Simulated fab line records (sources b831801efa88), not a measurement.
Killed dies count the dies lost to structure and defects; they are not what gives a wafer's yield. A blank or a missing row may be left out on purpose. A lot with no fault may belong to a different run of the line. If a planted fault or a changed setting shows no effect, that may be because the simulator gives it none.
8D (eight disciplines) problem report, filled in by code || flow sky130 || the parts of the form that need people (team, actions taken, sign-off) are left out

## 1. WHAT IS WRONG
Wafers without a fault read 0.3, standard deviation 0.54; killed_at_other at SKY_PAD_OPEN_PROBE_99 reads a mean of 38.3 on 3 wafers belonging to 2 lots. That puts it +70 standard deviations away from the usual mean.
First observed at day 47 22:47: wafer L544.2, on prober-02. Wafers with a number at this step in the record: 18, from 6 lots. Rule for "out" (also "out of limits"): further than 4 standard deviations from the usual mean. All remaining wafers that have a number are taken as sound.

## 2. WHAT IT IS AND WHAT IT IS NOT
{"question": "which readings at this step", "is": "killed_at_other, sort_bin_3_pad_short", "is not": "killed_at_M0_to_M3, killed_at_M4_up, killed_at_front_end, killed_open, killed_short, sort_bin_5_function, sort_bin_6_memory"}
{"question": "which lots", "is": "L544, L546", "is not": "L538, L541, L542, L558"}
{"question": "which wafers of those lots", "is": "L544.2, L544.5, L546.2", "is not": "L544.4, L546.1, L546.3"}
{"question": "read on which tools", "is": "prober-02", "is not": "prober-01"}
{"question": "when", "is": "from day 47 22:47", "is not": "up to then (9 sound wafers); but 6 sound wafers of L544, L546, L558 came after"}

## 3. SUSPECTS, AND WHAT RULES EACH OUT
Counting: any tool at a process step up to the reading remains a suspect provided it ran every lot that is out. Sound lots after the first of them don't rule it out here, since some wafers of a struck lot are sound.
- pvd_sputter-02 at SKY_CAP2M_SPUTTER_02 (material TiN, target thk 200 nm, time 166.7 s): kept. Every lot that is out went through it, the first being L544 (day 42 06:37); the last sound lot it ran before that was L542 (day 42 00:20).
- prober-02 at SKY_PAD_OPEN_PROBE_99: kept. Every lot that is out went through it, the first being L544 (day 47 22:47); the last sound lot it ran before that was L541 (day 47 11:53). On those wafers its own readings are out: killed_at_other, sort_bin_3_pad_short.
What counting leaves: pvd_sputter-02 at SKY_CAP2M_SPUTTER_02 and prober-02 at SKY_PAD_OPEN_PROBE_99.

## 4. THE CAUSE (what the simulator had put in)
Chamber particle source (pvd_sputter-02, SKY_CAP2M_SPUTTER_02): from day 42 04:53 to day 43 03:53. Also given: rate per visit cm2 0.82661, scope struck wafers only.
Of the 2 suspects that counting leaves, this tool is one.

## 5. THE CHAIN OF EFFECTS, in route order
Rows list readings where the struck wafers' mean (over those with a number) sits beyond 3 standard deviations from the usual. Scope: only readings with a usual standard deviation given in the record; hours: median across lots of the time from each lot's start at the first step in this table that gives one to its start at this step; sigmas: change in usual standard deviations.
{"hours": 0, "step": "SKY_PAD_OPEN_PROBE_99", "reading": "killed_at_other", "usual": 0.3, "on struck wafers": 38.3, "change": "+38.0", "sigmas": "+70"}
{"hours": 0, "step": "SKY_PAD_OPEN_PROBE_99", "reading": "sort_bin_3_pad_short", "usual": "0.8 %", "on struck wafers": 4.1, "change": "+3.3", "sigmas": "+7.5"}
Its process steps:
- SKY_PAD_OPEN_PROBE_99

## 6. HOW IT WOULD HAVE BEEN CAUGHT EARLIER
First out-of-limits reading in this record: day 47 22:47, which is 138 hours after fault onset at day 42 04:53.
An alarm limit of 4 standard deviations would not have fired on the tool readings at SKY_CAP2M_SPUTTER_02 for which the record gives a usual standard deviation, since none of them was out on any struck wafer.
The start of SKY_CAP2M_SPUTTER_02 on pvd_sputter-02 came by day 47 22:47 for every one of the lots that are out (2). A hold on the tool at that time would have spared none of them.
